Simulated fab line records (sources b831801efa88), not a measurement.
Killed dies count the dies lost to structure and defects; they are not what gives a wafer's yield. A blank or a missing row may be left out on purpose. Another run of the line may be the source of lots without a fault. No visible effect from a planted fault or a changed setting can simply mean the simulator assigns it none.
fab line records + flow sky130
record
- lots=7
- wafers=21
- last_day=50
route steps=708 shown VIA4@639 PAD_OPEN@708
lots with no fault: from the same line, run without faults
start_h: hours from the record's first day to the start of the lot's first wafer shown + wait_h: hours from the lot's prior step to this one + " identical to the entry in the row above + L1.1+2: a single row standing in for several wafers + - either no value or no given start + * or withheld: withheld + < > ~ a bound
route shown NAME@n: NAME is a module with steps in the file, n the number in the route of the first one + usual: mean and standard deviation over wafers with no fault + same: alike in all rows + chamber/n: place in a boat + sites: readings site by site + _std_site: standard deviation of those values + _edge_site: mean of outer sites minus mean of inner sites + radius_mm: how far each site lies from the wafer's centre + mask NAME#n: copy n + behind: the most recent tool/chamber to have shaped the wafer + hold: why the lot was held/for how many hours/how that ended + device: transistor that didn't switch, given as n, p or np + end of line: the tests these same wafers got at the end of their route + a step with no rows: only its recipe + killed: not the wafer's yield, but the dies lost to structure and defects at the first sort + map: a wafer's dies, x killed, . not, _ none there
set.NAME: the run value of the setting; set.NAME@STEP: its run value at that earlier step + model.NAME: the simulator's own value behind a step, which no gauge read
lots at some steps of the route; a table a step, a row a wafer
services: a tool's chamber out of use, with start hour (start_h, from the record's first day; less than 0 if before it), hours out, and reason
## steps
# step SKY_VIA4_HDPCVD_00
# recipe
- material=SiO2
- target_thk_nm=1750
- sigma_open_frac=0.3
- time_s=291.7
- temp_c=400
- sih4_flow_sccm=60
- pressure_mtorr=6
# step SKY_VIA4_THK_MEAS_01
# recipe
- reads=SiO2_of_VIA4_HDPCVD_00
# usual
- VIA4_HDPCVD_THK=1748/17
| lot.wafer | tool          | chamber | start_h | wait_h | VIA4_HDPCVD_THK[nm] |
|-----------|---------------|---------|---------|--------|---------------------|
| L240.1    | film_metro-02 | -       | 1002.44 | 0.1    | 1787                |
| L240.2    | "             | -       | "       | "      | 1743                |
| L240.6    | "             | -       | "       | "      | 1736                |
| L243.2    | film_metro-02 | -       | 1027.37 | 0.1    | 1773                |
| L243.4    | "             | -       | "       | "      | 1765                |
| L243.6    | "             | -       | "       | "      | 1721                |
| L244.4    | film_metro-02 | -       | 1034.61 | 0.0    | 1756                |
| L244.5    | "             | -       | "       | "      | 1726                |
| L244.6    | "             | -       | "       | "      | 1756                |
| L245.4    | film_metro-02 | -       | 1039.32 | 0.0    | 1732                |
| L245.5    | "             | -       | "       | "      | 1759                |
| L245.6    | "             | -       | "       | "      | 1751                |
| L247.2    | film_metro-03 | -       | 1054.34 | 0.1    | 1723                |
| L247.5    | "             | -       | "       | "      | 1749                |
| L247.6    | "             | -       | "       | "      | 1720                |
| L254.2    | film_metro-03 | -       | 1089.72 | 0.1    | 1754                |
| L254.3    | "             | -       | "       | "      | 1769                |
| L254.6    | "             | -       | "       | "      | 1745                |
| L260.1    | film_metro-03 | -       | 1129.63 | 0.1    | 1742                |
| L260.4    | "             | -       | "       | "      | 1761                |
| L260.6    | "             | -       | "       | "      | 1769                |
# step SKY_VIA4_CMP_02
# recipe
- material=SiO2
- down_force_psi=4
- platen_rpm=60
- pad_velocity_m_s=0.94248
# usual
- motor_current_A=11.8/1.3
| lot.wafer | tool   | chamber | start_h | wait_h | motor_current_A |
|-----------|--------|---------|---------|--------|-----------------|
| L240.2    | cmp-01 | 3       | 1002.60 | 0.1    | 11.0            |
| L240.1    | "      | 0       | "       | "      | 11.0            |
| L240.6    | "      | 1       | "       | "      | 12.8            |
| L243.4    | cmp-02 | 2       | 1027.45 | 0.1    | 13.3            |
| L243.2    | "      | 1       | "       | "      | 13.0            |
| L243.6    | "      | 2       | "       | "      | 13.2            |
| L244.4    | cmp-02 | 1       | 1034.64 | 0.0    | 12.3            |
| L244.6    | "      | 1       | "       | "      | 12.7            |
| L244.5    | "      | 2       | "       | "      | 13.6            |
| L245.4    | cmp-01 | 2       | 1039.50 | 0.2    | 11.5            |
| L245.5    | "      | 3       | "       | "      | 11.3            |
| L245.6    | "      | 0       | "       | "      | 11.0            |
| L247.2    | cmp-01 | 0       | 1054.54 | 0.2    | 11.3            |
| L247.5    | "      | 1       | "       | "      | 12.3            |
| L247.6    | "      | 2       | "       | "      | 12.3            |
| L254.2    | cmp-02 | 1       | 1089.87 | 0.1    | 12.4            |
| L254.3    | "      | 2       | "       | "      | 12.9            |
| L254.6    | "      | 0       | "       | "      | 9.4             |
| L260.1    | cmp-02 | 1       | 1129.79 | 0.1    | 12.7            |
| L260.4    | "      | 2       | "       | "      | 13.2            |
| L260.6    | "      | 3       | "       | "      | 13.2            |
# step SKY_VIA4_BOW_MEAS_03
# recipe
- mode=bow
# usual
- VIA4_BOW=80/9
| lot.wafer | tool          | chamber | start_h | wait_h | VIA4_BOW[um] |
|-----------|---------------|---------|---------|--------|--------------|
| L240.1    | film_metro-01 | -       | 1002.80 | 0.1    | 76           |
| L240.2    | "             | -       | "       | "      | 86           |
| L240.6    | "             | -       | "       | "      | 78           |
| L243.2    | film_metro-02 | -       | 1027.77 | 0.1    | 85           |
| L243.4    | "             | -       | "       | "      | 87           |
| L243.6    | "             | -       | "       | "      | 86           |
| L244.4    | film_metro-02 | -       | 1035.00 | 0.3    | 82           |
| L244.5    | "             | -       | "       | "      | 84           |
| L244.6    | "             | -       | "       | "      | 92           |
| L245.4    | film_metro-03 | -       | 1039.71 | 0.2    | 74           |
| L245.5    | "             | -       | "       | "      | 73           |
| L245.6    | "             | -       | "       | "      | 84           |
| L247.2    | film_metro-02 | -       | 1054.71 | 0.1    | 67           |
| L247.5    | "             | -       | "       | "      | 87           |
| L247.6    | "             | -       | "       | "      | 75           |
| L254.2    | film_metro-03 | -       | 1090.14 | 0.2    | 75           |
| L254.3    | "             | -       | "       | "      | 74           |
| L254.6    | "             | -       | "       | "      | 90           |
| L260.1    | film_metro-01 | -       | 1129.99 | 0.1    | 91           |
| L260.4    | "             | -       | "       | "      | 95           |
| L260.6    | "             | -       | "       | "      | 97           |
# step SKY_VIA4_DEHYDRATE_04
# recipe
- temp_c=200
- time_s=60
# step SKY_VIA4_HMDS_05
# recipe
- prime_time_s=60
- prime_temp_c=120
# step SKY_VIA4_COAT_06
# recipe
- resist=NOVOLAK
- spin_rpm=3000
- resist_thk_nm=1140
# step SKY_VIA4_SOFTBAKE_07
# recipe
- temp_c=90
- time_s=60
- resist=NOVOLAK
# step SKY_VIA4_EXPOSE_08
# recipe
- mask_id=VIM4
- na=0.6
- source_shape=conventional
- sigma_outer=0.6
- polarization=unpolarized
- target_cd_nm=800
- dose_mj=132
# step SKY_VIA4_PEB_09
# recipe
- temp_c=withheld
- time_s=*
- resist=NOVOLAK
# step SKY_VIA4_DEVELOP_10
# recipe
- resist=NOVOLAK
- developer=TMAH
- develop_time_s=60
- dev_temp_c=23
# step SKY_VIA4_OVL_MEAS_11
# usual
- VIA4_OVL=-0.1/1.2
| lot.wafer | tool       | chamber | start_h | wait_h | VIA4_OVL[nm] |
|-----------|------------|---------|---------|--------|--------------|
| L240.1    | overlay-01 | -       | 1025.73 | 0.1    | 1.6          |
| L240.2    | "          | -       | "       | "      | -0.7         |
| L240.6    | "          | -       | "       | "      | -0.5         |
| L243.2    | overlay-01 | -       | 1050.29 | 0.1    | 2.0          |
| L243.4    | "          | -       | "       | "      | 0.4          |
| L243.6    | "          | -       | "       | "      | -0.3         |
| L244.4    | overlay-01 | -       | 1056.69 | 0.1    | -0.8         |
| L244.5    | "          | -       | "       | "      | -0.8         |
| L244.6    | "          | -       | "       | "      | 1.3          |
| L245.4    | overlay-02 | -       | 1061.48 | 0.1    | -0.6         |
| L245.5    | "          | -       | "       | "      | 0.1          |
| L245.6    | "          | -       | "       | "      | -0.9         |
| L247.2    | overlay-01 | -       | 1075.03 | 0.1    | -1.3         |
| L247.5    | "          | -       | "       | "      | -0.3         |
| L247.6    | "          | -       | "       | "      | -2.7         |
| L254.2    | overlay-02 | -       | 1110.73 | 0.1    | 2.9          |
| L254.3    | "          | -       | "       | "      | 1.5          |
| L254.6    | "          | -       | "       | "      | 0.1          |
| L260.1    | overlay-02 | -       | 1148.88 | 0.1    | -1.0         |
| L260.4    | "          | -       | "       | "      | -3.0         |
| L260.6    | "          | -       | "       | "      | -0.3         |
# step SKY_VIA4_ETCH_12
# recipe
- target=SiO2
- chemistry=C4F8/O2/Ar
- stop_on=TiN
- mask_material=NOVOLAK
- source_w=1500
- bias_w=1200
- pressure_mtorr=40
- c4f8_flow_sccm=withheld
- O2_flow_sccm=6
- Ar_flow_sccm=300
- time_s=withheld
- target_depth_a=5800
# usual
- bias_w=1200/3.4
- chamber_pressure_mTorr=40.00/0.038
- oes_product_au=0.926/0.0049
| lot.wafer | tool        | chamber | start_h | wait_h | bias_w | chamber_pressure_mTorr | oes_product_au | model.NOVOLAK_of_VIA4_COAT_06.thk_nm |
|-----------|-------------|---------|---------|--------|--------|------------------------|----------------|--------------------------------------|
| L240.1    | rie_diel-03 | 0       | 1025.76 | 0.0    | 1207   | 39.96                  | 0.924          | 1010                                 |
| L240.2    | "           | 3       | "       | "      | 1200   | 40.00                  | 0.917          | 1004                                 |
| L240.6    | "           | 1       | "       | "      | 1199   | 40.01                  | 0.928          | 1007                                 |
| L243.2    | rie_diel-02 | 0       | 1050.32 | 0.0    | -      | -                      | -              | 1142                                 |
| L243.4    | "           | 3       | "       | "      | -      | -                      | -              | 1140                                 |
| L243.6    | "           | 1       | "       | "      | -      | -                      | -              | 1143                                 |
| L244.4    | rie_diel-04 | 3       | 1056.71 | 0.0    | -      | -                      | -              | 1139                                 |
| L244.5    | "           | 0       | "       | "      | -      | -                      | -              | 1141                                 |
| L244.6    | "           | 3       | "       | "      | -      | -                      | -              | 1137                                 |
| L245.4    | rie_diel-02 | 1       | 1061.50 | 0.0    | -      | -                      | -              | 1138                                 |
| L245.5    | "           | 0       | "       | "      | -      | -                      | -              | 1142                                 |
| L245.6    | "           | 1       | "       | "      | -      | -                      | -              | 1139                                 |
| L247.2    | rie_diel-04 | 2       | 1075.06 | 0.0    | 1196   | 40.04                  | 0.932          | 1007                                 |
| L247.5    | "           | 1       | "       | "      | 1203   | 40.02                  | 0.923          | 1006                                 |
| L247.6    | "           | 0       | "       | "      | 1197   | 39.99                  | 0.926          | 1015                                 |
| L254.2    | rie_diel-03 | 3       | 1110.76 | 0.0    | 1201   | 40.03                  | 0.924          | 1009                                 |
| L254.3    | "           | 1       | "       | "      | 1206   | 40.01                  | 0.929          | 1009                                 |
| L254.6    | "           | 3       | "       | "      | 1199   | 39.94                  | 0.921          | 1017                                 |
| L260.1    | rie_diel-03 | 2       | 1148.92 | 0.0    | 1204   | 40.08                  | 0.926          | 1006                                 |
| L260.4    | "           | 0       | "       | "      | 1200   | 40.05                  | 0.924          | 1009                                 |
| L260.6    | "           | 1       | "       | "      | 1200   | 39.97                  | 0.925          | 1004                                 |
# step SKY_VIA4_STRIP_13
# recipe
- chemistry=O2/N2
- power_w=1400
- pressure_mtorr=1500
- platen_temp_c=withheld
- o2_flow_sccm=3000
- n2_flow_sccm=300
- overash_fraction=0.5
# usual
- drypump_motor_current_A=6.1/0.78
- oes_product_au=0.709/0.0048
- strip_time_to_endpoint_s=12.808/0.026
| lot.wafer | tool            | chamber | start_h | wait_h | drypump_motor_current_A | oes_product_au | rf_hours_counter_h | strip_time_to_endpoint_s |
|-----------|-----------------|---------|---------|--------|-------------------------|----------------|--------------------|--------------------------|
| L240.1    | plasma_asher-04 | 0       | 1025.83 | -      | 6.4                     | 0.705          | 79                 | 12.800                   |
| L240.2    | "               | 1       | "       | "      | 4.8                     | 0.716          | 79                 | 12.789                   |
| L240.6    | "               | 0       | "       | "      | 6.4                     | 0.710          | -                  | 12.811                   |
| L243.2    | plasma_asher-03 | 0       | 1050.39 | -      | 6.5                     | 0.716          | 34                 | 14.200                   |
| L243.4    | "               | 0       | "       | "      | 6.5                     | 0.714          | -                  | 14.187                   |
| L243.6    | "               | 0       | "       | "      | 6.5                     | 0.708          | -                  | 14.222                   |
| L244.4    | plasma_asher-03 | 1       | 1056.82 | -      | 6.7                     | 0.720          | -                  | 14.185                   |
| L244.5    | "               | 0       | "       | "      | 6.5                     | 0.715          | -                  | 14.198                   |
| L244.6    | "               | 1       | "       | "      | 6.7                     | 0.713          | -                  | 14.134                   |
| L245.4    | plasma_asher-04 | 1       | 1061.60 | -      | 4.7                     | 0.722          | -                  | 14.153                   |
| L245.5    | "               | 0       | "       | "      | 6.4                     | 0.712          | -                  | 14.199                   |
| L245.6    | "               | 1       | "       | "      | 4.7                     | 0.717          | -                  | 14.158                   |
| L247.2    | plasma_asher-02 | 1       | 1075.13 | -      | 5.1                     | 0.711          | 1                  | 12.824                   |
| L247.5    | "               | 1       | "       | "      | 5.0                     | 0.709          | -                  | 12.797                   |
| L247.6    | "               | 0       | "       | "      | 4.8                     | 0.714          | -                  | 12.849                   |
| L254.2    | plasma_asher-03 | 0       | 1110.84 | -      | 6.5                     | 0.701          | 40                 | 12.784                   |
| L254.3    | "               | 0       | "       | "      | 6.5                     | 0.708          | -                  | 12.792                   |
| L254.6    | "               | 1       | "       | "      | 6.7                     | 0.704          | -                  | 12.856                   |
| L260.1    | plasma_asher-02 | 0       | 1148.99 | -      | 4.8                     | 0.706          | 5                  | 12.818                   |
| L260.4    | "               | 0       | "       | "      | 4.8                     | 0.708          | -                  | 12.790                   |
| L260.6    | "               | 1       | "       | "      | 5.0                     | 0.714          | -                  | 12.806                   |
# step SKY_VIA4_STRIP_14
# recipe
- chemistry=post_etch_residue_remover
- time_s=1200
- temp_c=72.5
# step SKY_PAD_OPEN_PROBE_99
# usual
- defect_limited_yield=82.9/2.2
- killed_at_M0_to_M3=42/7
- killed_at_M4_up=2.8/1.8
- killed_at_contacts=24/5.8
- killed_at_front_end=15/4.8
- killed_at_other=0.3/0.56
- killed_dies=84/11
- killed_on_rim=17/4.2
- killed_open=46/7.8
- killed_short=38/6.3
- sort_bin_3_pad_short=0.8/0.43
- sort_bin_5_function=10.2/1.6
- sort_bin_6_memory=6.0/1.1
- sort_n_pass=408/11
- sort_yield_pct=82.9/2.2
# same
- gross_dies=492
- killed_at_back_side=0
- sort_bin_4_leakage[%]=0
- sort_bin_8_speed[%]=0
| lot.wafer | tool      | chamber | start_h | wait_h | hold                   | defect_limited_yield[%] | killed_at_M0_to_M3 | killed_at_M4_up | killed_at_contacts | killed_at_front_end | killed_at_other | killed_dies | killed_on_rim | killed_open | killed_short | sort_bin_3_pad_short[%] | sort_bin_5_function[%] | sort_bin_6_memory[%] | sort_n_pass | sort_yield_pct[%] |
|-----------|-----------|---------|---------|--------|------------------------|-------------------------|--------------------|-----------------|--------------------|---------------------|-----------------|-------------|---------------|-------------|--------------|-------------------------|------------------------|----------------------|-------------|-------------------|
| L240.1    | prober-02 | -       | 1096.35 | 0.1    | -                      | 83.3                    | 44                 | 5               | 26                 | 7                   | 0               | 82          | 14            | 49          | 33           | 0.4                     | 12.4                   | 3.9                  | 410         | 83.3              |
| L240.2    | prober-02 | -       | 1096.40 | 0.1    | -                      | 82.5                    | 46                 | 3               | 27                 | 10                  | 0               | 86          | 13            | 49          | 37           | 1.0                     | 11.2                   | 5.3                  | 406         | 82.5              |
| L240.6    | prober-02 | -       | 1096.60 | 0.2    | -                      | 81.5                    | 50                 | 7               | 22                 | 12                  | 0               | 91          | 14            | 51          | 40           | 2.0                     | 10.6                   | 5.9                  | 401         | 81.5              |
| L243.2    | prober-01 | -       | 1119.44 | 0.1    | await_dispo/1.7h/scrap | 0                       | 42                 | 413             | 25                 | 12                  | 0               | 492         | 96            | 47          | 37           | 0.4                     | 92.9                   | 6.7                  | 0           | 0                 |
| L243.4    | prober-01 | -       | 1119.54 | 0.2    | await_dispo/1.7h/scrap | 0                       | 45                 | 401             | 30                 | 15                  | 1               | 492         | 96            | 51          | 42           | 0.4                     | 93.5                   | 6.1                  | 0           | 0                 |
| L243.6    | prober-01 | -       | 1119.64 | 0.2    | await_dispo/1.7h/scrap | 0                       | 42                 | 409             | 23                 | 18                  | 0               | 492         | 96            | 39          | 45           | 1.4                     | 92.3                   | 6.3                  | 0           | 0                 |
| L244.4    | prober-02 | -       | 1123.05 | 0.2    | await_dispo/3.2h/scrap | 0                       | 38                 | 411             | 29                 | 14                  | 0               | 492         | 96            | 46          | 38           | 0.8                     | 92.1                   | 7.1                  | 0           | 0                 |
| L244.5    | prober-02 | -       | 1123.10 | 0.2    | await_dispo/3.2h/scrap | 0                       | 46                 | 416             | 24                 | 6                   | 0               | 492         | 96            | 50          | 26           | 1.2                     | 92.1                   | 6.7                  | 0           | 0                 |
| L244.6    | prober-02 | -       | 1123.15 | 0.2    | await_dispo/3.2h/scrap | 0                       | 41                 | 407             | 35                 | 9                   | 0               | 492         | 96            | 55          | 35           | 0.8                     | 92.7                   | 6.5                  | 0           | 0                 |
| L245.4    | prober-01 | -       | 1127.20 | 0.2    | await_dispo/2.5h/scrap | 0                       | 50                 | 400             | 23                 | 19                  | 0               | 492         | 96            | 50          | 43           | 0.8                     | 93.7                   | 5.5                  | 0           | 0                 |
| L245.5    | prober-01 | -       | 1127.25 | 0.2    | await_dispo/2.5h/scrap | 0                       | 39                 | 410             | 26                 | 17                  | 0               | 492         | 96            | 45          | 38           | 0.8                     | 93.3                   | 5.9                  | 0           | 0                 |
| L245.6    | prober-01 | -       | 1127.30 | 0.2    | await_dispo/2.5h/scrap | 0                       | 32                 | 435             | 16                 | 9                   | 0               | 492         | 96            | 30          | 30           | 0.4                     | 95.7                   | 3.9                  | 0           | 0                 |
| L247.2    | prober-01 | -       | 1140.06 | 0.1    | -                      | 80.7                    | 46                 | 4               | 29                 | 16                  | 0               | 95          | 20            | 53          | 42           | 0.6                     | 11.0                   | 7.7                  | 397         | 80.7              |
| L247.5    | prober-01 | -       | 1140.21 | 0.2    | -                      | 83.7                    | 41                 | 1               | 20                 | 17                  | 1               | 80          | 12            | 36          | 44           | 0.6                     | 9.8                    | 5.9                  | 412         | 83.7              |
| L247.6    | prober-01 | -       | 1140.26 | 0.2    | -                      | 84.6                    | 36                 | 1               | 22                 | 17                  | 0               | 76          | 12            | 45          | 31           | 0.6                     | 8.5                    | 6.3                  | 416         | 84.6              |
| L254.2    | prober-02 | -       | 1170.99 | 0.1    | -                      | 80.3                    | 46                 | 0               | 25                 | 26                  | 0               | 97          | 22            | 59          | 38           | 1.4                     | 12.8                   | 5.5                  | 395         | 80.3              |
| L254.3    | prober-02 | -       | 1171.04 | 0.2    | -                      | 81.1                    | 47                 | 5               | 25                 | 16                  | 0               | 93          | 21            | 53          | 40           | 1.0                     | 10.0                   | 7.9                  | 399         | 81.1              |
| L254.6    | prober-02 | -       | 1171.19 | 0.2    | -                      | 86.2                    | 34                 | 3               | 13                 | 18                  | 0               | 68          | 10            | 37          | 31           | 0.8                     | 8.5                    | 4.5                  | 424         | 86.2              |
# killed by level:class
L240.1 CONTACT:geometric_particle:open=13 VIA1:geometric_particle:open=11 VIA3:geometric_particle:open=7 LI_CONTACT:geometric_particle:open=5 METAL2:geometric_particle:short=5 VIA2:geometric_particle:open=5 LOCAL_INTERCONNECT:geometric_particle:short=4 METAL4:geometric_particle:short=4
L240.2 VIA3:geometric_particle:open=10 VIA1:geometric_particle:open=8 LOCAL_INTERCONNECT:geometric_particle:short=8 CONTACT:geometric_particle:open=8 METAL1:geometric_particle:short=7 VIA2:geometric_particle:open=7 CONTACT:geometric_particle:short=5 POLY_GATE:geometric_particle:open=3
L240.6 CONTACT:geometric_particle:open=12 VIA2:geometric_particle:open=11 VIA1:geometric_particle:open=7 VIA3:geometric_particle:open=7 METAL4:geometric_particle:short=7 METAL1:geometric_particle:short=6 LI_CONTACT:geometric_particle:open=5 METAL2:geometric_particle:short=5
L243.2 VIA4:area_etch=408 CONTACT:geometric_particle:open=10 METAL1:geometric_particle:short=8 VIA1:geometric_particle:open=8 LI_CONTACT:geometric_particle:open=6 VIA2:geometric_particle:open=6 CONTACT:geometric_particle:short=5 VIA3:geometric_particle:open=5
L243.4 VIA4:area_etch=399 CONTACT:geometric_particle:open=13 VIA1:geometric_particle:open=11 VIA3:geometric_particle:open=11 FIELD_ISO:geometric_particle:short=7 LI_CONTACT:geometric_particle:open=7 CONTACT:geometric_particle:short=7 VIA1:geometric_particle:short=6
L243.6 VIA4:area_etch=408 CONTACT:geometric_particle:open=10 METAL1:geometric_particle:short=8 POLY_GATE:geometric_particle:short=7 LOCAL_INTERCONNECT:geometric_particle:short=7 VIA3:geometric_particle:short=7 VIA1:geometric_particle:open=6 VIA3:geometric_particle:open=6
L244.4 VIA4:area_etch=408 LI_CONTACT:geometric_particle:open=8 VIA2:geometric_particle:open=8 VIA1:geometric_particle:open=7 VIA1:geometric_particle:short=6 CONTACT:geometric_particle:short=6 LOCAL_INTERCONNECT:geometric_particle:short=5 CONTACT:geometric_particle:open=5
L244.5 VIA4:area_etch=416 VIA1:geometric_particle:open=15 CONTACT:geometric_particle:open=11 VIA3:geometric_particle:open=6 LI_CONTACT:geometric_particle:open=5 METAL2:geometric_particle:short=5 VIA2:geometric_particle:open=4 FIELD_ISO:geometric_particle:open=3
L244.6 VIA4:area_etch=402 LI_CONTACT:geometric_particle:open=14 VIA3:geometric_particle:open=10 CONTACT:geometric_particle:open=9 VIA1:geometric_particle:open=9 METAL2:geometric_particle:short=8 FIELD_ISO:geometric_particle:short=4 LOCAL_INTERCONNECT:geometric_particle:short=4
L245.4 VIA4:area_etch=399 LI_CONTACT:geometric_particle:open=11 VIA1:geometric_particle:open=10 VIA2:geometric_particle:open=8 VIA3:geometric_particle:open=7 VIA1:geometric_particle:short=6 POLY_GATE:geometric_particle:short=5 METAL2:geometric_particle:short=5
L245.5 VIA4:area_etch=408 CONTACT:geometric_particle:open=10 VIA1:geometric_particle:open=7 LI_CONTACT:geometric_particle:open=6 VIA3:geometric_particle:open=6 VIA2:geometric_particle:open=6 CONTACT:geometric_particle:short=5 VIA2:geometric_particle:short=5
L245.6 VIA4:area_etch=432 VIA1:geometric_particle:open=9 VIA2:geometric_particle:open=9 CONTACT:geometric_particle:short=6 LI_CONTACT:geometric_particle:open=4 POLY_GATE:geometric_particle:short=3 CONTACT:geometric_particle:open=3 VIA1:geometric_particle:short=3
L247.2 VIA1:geometric_particle:open=10 VIA3:geometric_particle:open=9 CONTACT:geometric_particle:short=7 CONTACT:geometric_particle:open=6 LI_CONTACT:geometric_particle:open=6 VIA2:geometric_particle:open=5 FIELD_ISO:geometric_particle:short=4 METAL1:geometric_particle:short=4
L247.5 METAL1:geometric_particle:short=8 VIA1:geometric_particle:open=8 FIELD_ISO:geometric_particle:open=5 METAL2:geometric_particle:short=5 METAL3:geometric_particle:short=5 POLY_GATE:geometric_particle:open=4 LI_CONTACT:geometric_particle:short=4 LI_CONTACT:geometric_particle:open=4
L247.6 CONTACT:geometric_particle:open=9 VIA1:geometric_particle:open=8 POLY_GATE:geometric_particle:open=6 METAL2:geometric_particle:short=6 LI_CONTACT:geometric_particle:open=5 VIA3:geometric_particle:open=5 POLY_GATE:geometric_particle:short=4 VIA1:geometric_particle:short=4
L254.2 VIA1:geometric_particle:open=11 CONTACT:geometric_particle:open=10 POLY_GATE:geometric_particle:open=8 LI_CONTACT:geometric_particle:open=7 METAL2:geometric_particle:short=7 FIELD_ISO:geometric_particle:open=6 CONTACT:geometric_particle:short=6 VIA2:geometric_particle:open=6
L254.3 VIA2:geometric_particle:open=19 CONTACT:geometric_particle:open=8 CONTACT:geometric_particle:short=6 POLY_GATE:geometric_particle:open=5 VIA1:geometric_particle:open=5 METAL4:geometric_particle:short=5 LI_CONTACT:geometric_particle:open=4 METAL1:geometric_particle:short=4
L254.6 VIA3:geometric_particle:open=9 CONTACT:geometric_particle:open=8 FIELD_ISO:geometric_particle:short=5 METAL1:geometric_particle:short=5 VIA1:geometric_particle:open=5 VIA2:geometric_particle:open=4 METAL2:geometric_particle:short=4 SONOS_ONO:geometric_particle:short=3
# map L243.2 (x killed, . not)
__________xxxxxxxxxx_________
________xxxxxxxxxxxxxx_______
______xxxxxxxxxxxxxxxxxx_____
_____xxxxxxxxxxxxxxxxxxxx____
____xxxxxxxxxxxxxxxxxxxxxx___
___xxxxxxxxxxxxxxxxxxxxxxxx__
__xxxxxxxxxxxxxxxxxxxxxxxxxx_
_xxxxxxxxxxxxxxxxxxxxxxxxxxxx
_xxxxxxxxxxxxxxxxxxxxxxxxxxxx
_xxxxxxxxxxxxxxxxxxxxxxxxxxxx
_xxxxxxxxxxxxxxxxxxxxxxxxxxxx
_xxxxxxxxxxxxxxxxxxxxxxxxxxxx
_xxxxxxxxxxxxxxxxxxxxxxxxxxxx
_xxxxxxxxxxxxxxxxxxxxxxxxxxxx
_xxxxxxxxxxxxxxxxxxxxxxxxxxxx
__xxxxxxxxxxxxxxxxxxxxxxxxxx_
___xxxxxxxxxxxxxxxxxxxxxxxx__
____xxxxxxxxxxxxxxxxxxxxxx___
_____xxxxxxxxxxxxxxxxxxxx____
______xxxxxxxxxxxxxxxxxx_____
________xxxxxxxxxxxxxx_______
__________xxxxxxxxxx_________
# map L244.4 (x killed, . not)
__________xxxxxxxxxx_________
________xxxxxxxxxxxxxx_______
______xxxxxxxxxxxxxxxxxx_____
_____xxxxxxxxxxxxxxxxxxxx____
____xxxxxxxxxxxxxxxxxxxxxx___
___xxxxxxxxxxxxxxxxxxxxxxxx__
__xxxxxxxxxxxxxxxxxxxxxxxxxx_
_xxxxxxxxxxxxxxxxxxxxxxxxxxxx
_xxxxxxxxxxxxxxxxxxxxxxxxxxxx
_xxxxxxxxxxxxxxxxxxxxxxxxxxxx
_xxxxxxxxxxxxxxxxxxxxxxxxxxxx
_xxxxxxxxxxxxxxxxxxxxxxxxxxxx
_xxxxxxxxxxxxxxxxxxxxxxxxxxxx
_xxxxxxxxxxxxxxxxxxxxxxxxxxxx
_xxxxxxxxxxxxxxxxxxxxxxxxxxxx
__xxxxxxxxxxxxxxxxxxxxxxxxxx_
___xxxxxxxxxxxxxxxxxxxxxxxx__
____xxxxxxxxxxxxxxxxxxxxxx___
_____xxxxxxxxxxxxxxxxxxxx____
______xxxxxxxxxxxxxxxxxx_____
________xxxxxxxxxxxxxx_______
__________xxxxxxxxxx_________
## services
| tool            | chamber | start_h | hours | kind   |
|-----------------|---------|---------|-------|--------|
| cmp-02          | -       | 989.11  | 1.9   | repair |
| cmp-02          | -       | 998.26  | 1.9   | repair |
| cmp-01          | -       | 1010.52 | 3.5   | repair |
| rie_diel-04     | 3       | 1011.04 | 9.5   | repair |
| rie_diel-02     | -       | 1027.90 | 0.2   | repair |
| rie_diel-02     | 3       | 1028.47 | 8.3   | repair |
| rie_diel-03     | -       | 1042.93 | 1.5   | repair |
| cmp-01          | -       | 1050.00 | 1.0   | repair |
| plasma_asher-02 | -       | 1055.25 | 9.0   | pm     |
| rie_diel-04     | -       | 1055.73 | 0.3   | repair |
| rie_diel-03     | 0       | 1067.21 | 4.0   | repair |
| rie_diel-03     | 3       | 1071.12 | 4.8   | repair |
| cmp-01          | -       | 1085.77 | 4.0   | pm     |
| plasma_asher-03 | -       | 1088.90 | 2.8   | pm     |
| plasma_asher-02 | -       | 1095.71 | 36.3  | repair |
| rie_diel-03     | 0       | 1099.04 | 19.7  | repair |
| rie_diel-03     | 3       | 1102.62 | 7.6   | repair |
| cmp-01          | -       | 1104.03 | 7.7   | pm     |
| cmp-02          | -       | 1108.32 | 0.5   | repair |
| cmp-02          | -       | 1112.60 | 7.7   | repair |
| cmp-02          | -       | 1117.47 | 1.4   | repair |
| rie_diel-03     | 3       | 1126.37 | 2.6   | repair |
| rie_diel-04     | -       | 1130.68 | 1.6   | repair |
| cmp-01          | -       | 1132.41 | 1.1   | repair |
## key
first_sign
- step=SKY_VIA4_ETCH_12
- reading=tool_record
- direction=missing
effect
- step=SKY_VIA4_STRIP_13
- reading=strip_time_to_endpoint_s
- direction=up
- sigmas=53
- usual=*
- struck=*
effect
- step=SKY_PAD_OPEN_PROBE_99
- reading=killed_at_M4_up
- direction=up
- sigmas=99+
- usual=2.8
- struck=411.3
model_effect
- step=SKY_VIA4_ETCH_12
- value=NOVOLAK_of_VIA4_COAT_06.thk_nm
- without=1009
- struck=1140
more_kills_born_at
- SKY_VIA4_ETCH_12@rie_diel-02=2454
- SKY_VIA4_ETCH_12@rie_diel-04=1226
met_at SKY_VIA4_ETCH_12
struck_wafers L243.2,L243.4,L243.6,L244.4,L244.5,L244.6,L245.4,L245.5,L245.6
later_rows_left_out L243.2,L243.4,L243.6,L244.4,L244.5,L244.6,L245.4,L245.5,L245.6
fault
- kind=skipped_step_whole
- tool=rie_diel-02,rie_diel-04
- chamber=-
- onset_h=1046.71
- steps=SKY_VIA4_ETCH_12
- scope=struck_lots_only
# later_rows_left_out: the simulator's readings of these wafers behind a module that went badly wrong aren't trusted and aren't shown, but for the sort
